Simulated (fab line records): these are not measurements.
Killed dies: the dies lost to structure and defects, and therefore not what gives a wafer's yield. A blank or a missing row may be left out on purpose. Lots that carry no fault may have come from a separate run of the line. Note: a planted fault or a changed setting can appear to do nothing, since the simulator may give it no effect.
Chamber matching	flow sfq_line	cmp-02 running SFQ_TRILAYER_I7_CMP_CMP_184: 4 sister chambers
The step polishes SiO2. 8 wafers are shown with their chamber, then 9 later ones without.

EACH WAFER AND ITS CHAMBER
wafer	chamber	motor_current_A (A)	time_to_endpoint_s (s)
L620.6	1	13.1	222
L623.5	3	12.5	211
L626.4	2	9.3	199
L626.2	0	10.6	219
L626.6	1	12.4	216
L634.2	3	12.2	225
L634.4	2	9.0	230
L634.6	0	10.4	237

WAFERS WITHOUT THEIR CHAMBER
wafer	motor_current_A (A)	time_to_endpoint_s (s)
L636.1	12.2	222
L636.4	9.7	213
L636.5	12.2	216
L639.2	13.0	217
L639.4	9.4	222
L639.5	9.5	210
L640.4	12.8	216
L640.2	11.8	217
L640.5	9.1	212

EACH ONE'S CHAMBER
wafer	from the rows above	in truth
L636.1	can't be placed: 3 or 1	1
L636.4	can't be placed: 2 or 0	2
L636.5	can't be placed: 3 or 1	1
L639.2	can't be placed: 1 or 3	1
L639.4	2	2
L639.5	2	2
L640.4	can't be placed: 1 or 3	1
L640.2	can't be placed: 3 or 1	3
L640.5	2	2
3 of 9 placed correctly. Can't be placed from these rows: 6 (the true chamber is among the candidates in 6). Placed wrongly: 0.
How it was worked out, from the rows above alone: a wafer's distance from a chamber is the root of the sum, over the readings, of the square of ((its reading less the chamber's mean) divided by the reading's scatter). If the next closest chamber is less than 2 further off than the closest, the wafer can't be placed; otherwise it belongs to the closest. Each chamber's mean is taken over the wafers shown for it. How the scatter is found: for the shown wafers, subtract from each reading the mean of its chamber, square and add these, divide the total by (wafers less chambers), then take the root.
